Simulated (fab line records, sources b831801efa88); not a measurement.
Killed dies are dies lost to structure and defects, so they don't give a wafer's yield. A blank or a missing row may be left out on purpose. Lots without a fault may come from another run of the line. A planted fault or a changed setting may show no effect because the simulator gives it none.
fab line records | flow sky130
record lots=14 wafers=42 last_day=50
route steps=708 shown LI_CONTACT@363 PAD_OPEN@708
lots that met no fault: from a run of the same line without faults
start_h: hours from the record's first day to the start of the lot's first wafer shown | wait_h: hours since the lot's step before | " the same as in the row above | L1.1+2: a row that stands for several wafers | - no value, or no start given | * or withheld: withheld | < > ~ a bound
route shown NAME@n: a module of which the file shows steps, and the number in the route of the first | usual: mean/standard deviation of fault-free wafers | same: alike in all rows | chamber/n: place in a boat | sites: the reading at each site | _std_site: their standard deviation | _edge_site: outer sites' mean less inner sites' | radius_mm: how far each site lies from the wafer's centre | mask NAME#n: copy n | behind: the tool/chamber that last shaped the wafer | hold: why the lot was held/for how many hours/how that ended | device: the transistor (n, p or np) that didn't switch | end of line: the same wafers' tests at the end of the route | a step without rows: its recipe alone | killed: dies lost to structure and defects at the first sort, not the wafer's yield | map: a wafer's dies, x killed, . not, _ none there
set.NAME: the setting as run; set.NAME@STEP: as run at that earlier step | model.NAME: the simulator's own value behind a step, which no gauge read
steps of the route over a sample of lots; a table a step, a row a wafer
services: from which hour (start_h, from the record's first day; less than 0 if before it) a tool's chamber was out of use, for how many hours, and why
## steps
# step SKY_LI_CONTACT_THK_MEAS_01
# recipe reads=PSG_of_LI_CONTACT_HDPCVD_00
# usual LI_CONTACT_HDPCVD_THK=920/8.3
# columns lot.wafer tool chamber start_h wait_h LI_CONTACT_HDPCVD_THK[nm]
L489.1 film_metro-01 - 646.75 0.1 934
L489.2 " - " " 936
L489.4 " - " " 929
L491.1 film_metro-04 - 655.48 0.1 905
L491.3 " - " " 892
L491.5 " - " " 914
L492.2 film_metro-04 - 665.86 0.1 924
L492.4 " - " " 922
L492.5 " - " " 926
L495.2 film_metro-03 - 698.34 0.1 924
L495.4 " - " " 917
L495.6 " - " " 932
L496.2 film_metro-04 - 709.16 0.1 921
L496.4 " - " " 925
L496.5 " - " " 917
L497.2 film_metro-04 - 728.66 0.1 920
L497.4 " - " " 922
L497.5 " - " " 920
L499.3 film_metro-04 - 741.80 0.1 926
L499.5 " - " " 930
L499.6 " - " " 928
L503.2 film_metro-03 - 777.96 0.1 924
L503.5 " - " " 920
L503.6 " - " " 908
L504.2 film_metro-03 - 782.66 0.1 908
L504.3 " - " " 919
L504.4 " - " " 914
L505.1 film_metro-04 - 784.80 0.1 921
L505.4 " - " " 929
L505.5 " - " " 919
L509.1 film_metro-03 - 801.07 0.1 912
L509.3 " - " " 921
L509.4 " - " " 919
L510.2 film_metro-04 - 802.03 0.1 928
L510.4 " - " " 924
L510.5 " - " " 927
L511.1 film_metro-01 - 820.20 0.1 915
L511.2 " - " " 916
L511.6 " - " " 924
L512.3 film_metro-04 - 826.95 0.1 929
L512.5 " - " " 915
L512.6 " - " " 925
# step SKY_LI_CONTACT_SPUTTER_19
# recipe material=Ti target_thk_nm=20 chamber_pressure_pa=5 power_w=2500 substrate_temp_c=200 time_s=106.37
# usual cathode_dc_power_W=2499.9/0.46 chamber_pressure_pa=5.000/0.0099 throttle_valve_pct=29.8/0.73 time_s=106.37/0
# columns lot.wafer tool chamber start_h wait_h cathode_dc_power_W chamber_pressure_pa throttle_valve_pct time_s
L489.1 pvd_sputter-02 - 676.13 0.0 2500.5 4.980 30.4 106.37
L489.2 " - " " 2500.7 4.989 29.8 106.37
L489.4 " - " " 2499.9 4.986 29.9 106.37
L491.1 pvd_sputter-02 - 684.18 0.0 2499.9 4.998 29.8 106.37
L491.3 " - " " 2499.6 4.998 30.0 106.37
L491.5 " - " " 2499.1 4.981 29.8 106.37
L492.2 pvd_sputter-04 - 694.70 0.0 2499.9 4.986 30.3 106.37
L492.4 " - " " 2500.9 4.985 28.5 106.37
L492.5 " - " " 2499.3 5.009 30.4 106.37
L495.2 pvd_sputter-04 - 727.63 0.0 2499.9 4.996 30.3 106.37
L495.4 " - " " 2500.9 4.988 28.6 106.37
L495.6 " - " " 2499.8 5.000 30.4 106.37
L496.2 pvd_sputter-04 - 737.48 0.0 2500.4 5.002 28.7 106.37
L496.4 " - " " 2501.3 5.013 28.5 106.37
L496.5 " - " " 2500.3 4.999 30.4 106.37
L497.2 pvd_sputter-04 - 756.53 0.0 2499.4 4.996 28.5 106.37
L497.4 " - " " 2499.9 4.991 30.4 106.37
L497.5 " - " " 2499.9 4.992 28.3 106.37
L499.3 pvd_sputter-04 - 769.63 0.0 2499.4 5.006 30.1 106.37
L499.5 " - " " 2500.5 5.002 30.6 106.37
L499.6 " - " " 2500.1 5.001 30.3 106.37
L503.2 pvd_sputter-01 - 810.63 0.0 - - - -
L503.5 " - " " - - - -
L503.6 " - " " - - - -
L504.2 pvd_sputter-01 - 811.18 0.0 - - - -
L504.3 " - " " - - - -
L504.4 " - " " - - - -
L505.1 pvd_sputter-02 - 812.46 0.0 - - - -
L505.4 " - " " - - - -
L505.5 " - " " - - - -
L509.1 pvd_sputter-04 - 828.61 0.0 2500.2 5.006 28.4 106.37
L509.3 " - " " 2500.1 5.006 30.2 106.37
L509.4 " - " " 2500.0 4.993 30.2 106.37
L510.2 pvd_sputter-02 - 829.78 0.0 2500.2 5.001 30.1 106.37
L510.4 " - " " 2500.7 4.998 30.5 106.37
L510.5 " - " " 2499.1 4.993 30.7 106.37
L511.1 pvd_sputter-01 - 847.01 0.0 2500.4 5.003 30.0 106.37
L511.2 " - " " 2500.5 4.981 29.1 106.37
L511.6 " - " " 2500.3 4.990 29.8 106.37
L512.3 pvd_sputter-01 - 853.88 0.0 2499.6 4.990 29.6 106.37
L512.5 " - " " 2500.4 4.996 30.0 106.37
L512.6 " - " " 2499.5 5.002 29.4 106.37
# step SKY_LI_CONTACT_SPUTTER_20
# recipe material=TiN target_thk_nm=20 chamber_pressure_pa=5 power_w=4000 time_s=80
# usual cathode_dc_power_W=4000.0/0.68 chamber_pressure_pa=4.998/0.01 throttle_valve_pct=29.8/0.78
# same time_s=80
# columns lot.wafer tool chamber start_h wait_h cathode_dc_power_W chamber_pressure_pa throttle_valve_pct
L489.1 pvd_sputter-02 - 676.21 0.0 4000.3 5.014 30.2
L489.2 " - " " 4000.0 5.002 29.8
L489.4 " - " " 3999.5 4.999 30.2
L491.1 pvd_sputter-02 - 684.26 0.0 3998.9 4.999 29.7
L491.3 " - " " 4000.2 5.002 29.9
L491.5 " - " " 3998.6 4.995 30.0
L492.2 pvd_sputter-04 - 694.78 0.0 3999.7 5.028 30.1
L492.4 " - " " 3999.7 4.980 28.3
L492.5 " - " " 4000.4 5.008 30.4
L495.2 pvd_sputter-04 - 727.71 0.0 4001.0 5.002 30.3
L495.4 " - " " 3999.6 4.987 28.1
L495.6 " - " " 3999.2 4.992 30.1
L496.2 pvd_sputter-04 - 737.55 0.0 3999.7 4.989 28.7
L496.4 " - " " 3998.9 5.005 28.5
L496.5 " - " " 3998.8 4.989 30.7
L497.2 pvd_sputter-04 - 756.61 0.0 4000.2 5.004 28.5
L497.4 " - " " 4001.5 4.994 30.2
L497.5 " - " " 3999.9 5.004 28.0
L499.3 pvd_sputter-04 - 769.70 0.0 3999.7 4.989 30.2
L499.5 " - " " 4000.0 4.980 30.5
L499.6 " - " " 4000.4 5.011 30.4
L503.2 pvd_sputter-01 - 810.71 0.0 3998.7 4.998 29.5
L503.5 " - " " 3999.8 5.006 29.6
L503.6 " - " " 4001.0 4.988 29.4
L504.2 pvd_sputter-01 - 811.26 0.0 4000.1 5.008 29.9
L504.3 " - " " 3999.7 4.983 29.1
L504.4 " - " " 4000.2 4.999 29.5
L505.1 pvd_sputter-02 - 812.54 0.0 4000.0 4.993 29.8
L505.4 " - " " 3999.9 4.995 30.0
L505.5 " - " " 4000.0 5.002 30.1
L509.1 pvd_sputter-04 - 828.69 0.0 4000.7 5.002 28.3
L509.3 " - " " 3999.6 5.006 30.3
L509.4 " - " " 3997.9 4.979 30.1
L510.2 pvd_sputter-02 - 829.86 0.0 4000.3 5.002 30.0
L510.4 " - " " 3998.7 4.987 30.3
L510.5 " - " " 3999.4 5.001 30.4
L511.1 pvd_sputter-01 - 847.09 0.0 3999.8 5.006 30.2
L511.2 " - " " 4000.7 5.007 29.4
L511.6 " - " " 3999.9 4.985 29.9
L512.3 pvd_sputter-01 - 853.96 0.0 4000.3 5.009 29.7
L512.5 " - " " 4000.3 5.009 29.9
L512.6 " - " " 3998.6 4.982 29.5
# step SKY_PAD_OPEN_PROBE_99
# usual killed_at_M0_to_M3=43/6.5 killed_at_M4_up=3.1/1.8 killed_at_contacts=24/4.8 killed_at_front_end=15/4.7 killed_at_other=0.3/0.58 killed_dies=86/8.6 killed_on_rim=17/4.1 killed_open=47/6.7 killed_short=39/6.1
# same gross_dies=492 killed_at_back_side=0
# columns lot.wafer tool chamber start_h wait_h killed_at_M0_to_M3 killed_at_M4_up killed_at_contacts killed_at_front_end killed_at_other killed_dies killed_on_rim killed_open killed_short
L492.2 prober-02 - 1085.94 0.1 48 4 27 21 0 100 25 62 38
L492.4 prober-02 - 1086.04 0.2 46 5 31 16 0 98 22 55 43
L492.5 prober-02 - 1086.09 0.2 46 1 29 24 0 100 24 59 41
L503.2 prober-01 - 1168.75 0.1 48 3 431 10 0 492 96 47 33
L503.5 prober-01 - 1168.90 0.2 61 2 420 9 0 492 96 53 45
L503.6 prober-01 - 1168.95 0.2 49 6 423 14 0 492 96 47 40
L504.2 prober-01 - 1169.98 0.1 55 0 423 14 0 492 96 49 38
L504.3 prober-01 - 1170.03 0.2 53 6 413 20 0 492 96 59 43
L504.4 prober-01 - 1170.08 0.2 35 3 441 13 0 492 96 50 36
L505.1 prober-02 - 1173.87 0.1 42 2 430 17 1 492 96 48 32
L505.4 prober-02 - 1174.02 0.2 43 4 427 17 1 492 96 63 33
L505.5 prober-02 - 1174.07 0.2 29 4 445 14 0 492 96 28 40
L510.2 prober-01 - 1185.02 0.1 55 2 24 6 0 87 21 52 35
L510.4 prober-01 - 1185.12 0.2 44 2 17 14 0 77 16 43 34
L510.5 prober-01 - 1185.17 0.2 40 6 15 17 0 78 19 47 31
L511.1 prober-02 - 1193.96 0.1 49 3 25 15 1 93 16 49 44
L511.2 prober-02 - 1194.01 0.1 30 1 28 21 1 81 18 53 28
L511.6 prober-02 - 1194.21 0.2 35 6 31 13 0 85 17 55 30
# killed by level:class
L492.2 VIA1:geometric_particle:open=15 LI_CONTACT:geometric_particle:open=10 POLY_GATE:geometric_particle:open=8 VIA3:geometric_particle:open=7 CONTACT:geometric_particle:open=6 VIA2:geometric_particle:open=6 FIELD_ISO:geometric_particle:short=5 LOCAL_INTERCONNECT:geometric_particle:short=5
L492.4 CONTACT:geometric_particle:open=13 VIA3:geometric_particle:open=10 LI_CONTACT:geometric_particle:open=9 CONTACT:geometric_particle:short=7 POLY_GATE:geometric_particle:open=6 VIA1:geometric_particle:open=6 VIA2:geometric_particle:short=6 VIA1:geometric_particle:short=5
L492.5 CONTACT:geometric_particle:open=15 VIA1:geometric_particle:open=11 LI_CONTACT:geometric_particle:open=9 VIA1:geometric_particle:short=9 VIA3:geometric_particle:open=8 FIELD_ISO:geometric_particle:short=7 FIELD_ISO:geometric_particle:open=7 METAL2:geometric_particle:short=5
L503.2 LI_CONTACT:area_sputter=412 VIA1:geometric_particle:open=17 VIA2:geometric_particle:open=8 VIA1:geometric_particle:short=6 LI_CONTACT:geometric_particle:open=5 CONTACT:geometric_particle:short=5 VIA3:geometric_particle:open=5 CONTACT:geometric_particle:open=4
L503.5 LI_CONTACT:area_sputter=394 VIA1:geometric_particle:open=17 CONTACT:geometric_particle:open=9 VIA2:geometric_particle:open=8 CONTACT:geometric_particle:short=6 VIA3:geometric_particle:open=6 LOCAL_INTERCONNECT:geometric_particle:short=5 METAL1:geometric_particle:short=5
L503.6 LI_CONTACT:area_sputter=405 VIA1:geometric_particle:open=11 VIA1:geometric_particle:short=6 LI_CONTACT:geometric_particle:open=6 METAL1:geometric_particle:short=6 METAL2:geometric_particle:short=5 CONTACT:geometric_particle:open=4 POLY_GATE:geometric_particle:open=4
L504.2 LI_CONTACT:area_sputter=405 VIA1:geometric_particle:open=14 METAL2:geometric_particle:short=13 CONTACT:geometric_particle:open=10 VIA3:geometric_particle:open=8 METAL1:geometric_particle:short=5 POLY_GATE:geometric_particle:short=4 VIA2:geometric_particle:open=4
L504.3 LI_CONTACT:area_sputter=390 CONTACT:geometric_particle:open=10 VIA1:geometric_particle:open=10 VIA2:geometric_particle:open=9 VIA1:geometric_particle:short=6 POLY_GATE:geometric_particle:open=5 LI_CONTACT:geometric_particle:open=5 METAL3:geometric_particle:short=5
L504.4 LI_CONTACT:area_sputter=406 LI_CONTACT:geometric_particle:open=9 CONTACT:geometric_particle:open=9 VIA2:geometric_particle:open=8 LOCAL_INTERCONNECT:geometric_particle:short=7 VIA1:geometric_particle:open=7 VIA3:geometric_particle:open=6 FIELD_ISO:geometric_particle:short=4
L505.1 LI_CONTACT:area_sputter=412 CONTACT:geometric_particle:open=8 VIA1:geometric_particle:open=8 VIA3:geometric_particle:open=8 FIELD_ISO:geometric_particle:short=6 FIELD_ISO:geometric_particle:open=6 LI_CONTACT:geometric_particle:open=6 METAL2:geometric_particle:short=6
L505.4 LI_CONTACT:area_sputter=396 CONTACT:geometric_particle:open=14 VIA1:geometric_particle:open=11 LI_CONTACT:geometric_particle:open=8 VIA3:geometric_particle:open=6 VIA2:geometric_particle:open=6 POLY_GATE:geometric_particle:open=5 CONTACT:geometric_particle:short=4
L505.5 LI_CONTACT:area_sputter=424 FIELD_ISO:geometric_particle:short=7 METAL2:geometric_particle:short=7 LI_CONTACT:geometric_particle:open=6 VIA1:geometric_particle:open=6 LI_CONTACT:geometric_particle:short=5 METAL4:geometric_particle:short=4 CONTACT:geometric_particle:open=4
L510.2 VIA1:geometric_particle:open=20 LI_CONTACT:geometric_particle:open=9 CONTACT:geometric_particle:open=8 VIA1:geometric_particle:short=7 VIA3:geometric_particle:open=7 METAL3:geometric_particle:short=5 LI_CONTACT:geometric_particle:short=4 METAL2:geometric_particle:short=4
L510.4 VIA1:geometric_particle:open=11 METAL2:geometric_particle:short=7 CONTACT:geometric_particle:open=6 VIA3:geometric_particle:open=6 VIA2:geometric_particle:open=6 POLY_GATE:geometric_particle:short=5 POLY_GATE:geometric_particle:open=3 LI_CONTACT:geometric_particle:open=3
L510.5 VIA1:geometric_particle:open=10 VIA3:geometric_particle:open=8 VIA2:geometric_particle:open=7 FIELD_ISO:geometric_particle:open=6 LI_CONTACT:geometric_particle:open=6 FIELD_ISO:geometric_particle:short=4 VIA2:geometric_particle:short=4 METAL4:geometric_particle:short=4
L511.1 METAL1:geometric_particle:short=10 VIA1:geometric_particle:open=9 CONTACT:geometric_particle:open=8 POLY_GATE:geometric_particle:open=7 VIA3:geometric_particle:open=7 LOCAL_INTERCONNECT:geometric_particle:short=6 VIA2:geometric_particle:open=6 CONTACT:geometric_particle:short=5
L511.2 CONTACT:geometric_particle:open=13 FIELD_ISO:geometric_particle:open=8 VIA1:geometric_particle:open=7 POLY_GATE:geometric_particle:short=6 LI_CONTACT:geometric_particle:open=6 VIA3:geometric_particle:open=5 LOCAL_INTERCONNECT:geometric_particle:short=4 CONTACT:geometric_particle:short=4
L511.6 CONTACT:geometric_particle:open=15 VIA3:geometric_particle:open=9 VIA2:geometric_particle:open=8 LI_CONTACT:geometric_particle:open=6 METAL1:geometric_particle:short=6 CONTACT:geometric_particle:short=5 VIA1:geometric_particle:open=5 FIELD_ISO:geometric_particle:open=4
## services
# columns tool chamber start_h hours kind
pvd_sputter-02 - 694.02 51.5 repair
pvd_sputter-01 - 694.79 10.7 repair
pvd_sputter-04 2 707.06 - consumable_replace:kit
pvd_sputter-04 2 707.06 18.0 scheduled_down
pvd_sputter-04 2 707.06 18.0 vent_cycle
pvd_sputter-02 - 709.26 0.6 repair
pvd_sputter-02 - 715.32 1.6 repair
pvd_sputter-02 - 730.78 1.4 repair
pvd_sputter-01 2 792.05 - consumable_replace:kit
pvd_sputter-01 2 792.05 18.0 scheduled_down
pvd_sputter-01 2 792.05 18.0 vent_cycle
pvd_sputter-02 - 844.61 2.9 repair
pvd_sputter-01 - 851.09 0.8 repair
## key
first_sign step=SKY_LI_CONTACT_SPUTTER_19 reading=tool_record direction=missing
effect step=SKY_PAD_OPEN_PROBE_99 reading=killed_at_contacts direction=up sigmas=83 usual=24 struck=428
more_kills_born_at SKY_LI_CONTACT_SPUTTER_19@pvd_sputter-01=2412 SKY_LI_CONTACT_SPUTTER_19@pvd_sputter-02=1232
met_at SKY_LI_CONTACT_SPUTTER_19
struck_lots L503,L504,L505
later_rows_left_out L503.2,L503.5,L503.6,L504.2,L504.3,L504.4,L505.1,L505.4,L505.5
tester_left_out L503,L504,L505
not_acting_at SKY_LI_CONTACT_THK_MEAS_01,SKY_LI_CONTACT_SPUTTER_20
onset_between 684.18 810.63
fault kind=skipped_step_whole tool=pvd_sputter-01,pvd_sputter-02 chamber=- onset_h=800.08 steps=SKY_LI_CONTACT_SPUTTER_19 scope=struck_lots_only
# tester_left_out: of these lots the tester's yield and bins aren't shown, on N5 and GAA mostly nor the transistor test; their killed dies are dies lost to structure and defects alone, not to doping, threshold or leakage, so they don't give the yield
# later_rows_left_out: the simulator's readings of these wafers behind a module that went badly wrong aren't trusted and aren't shown, but for the sort
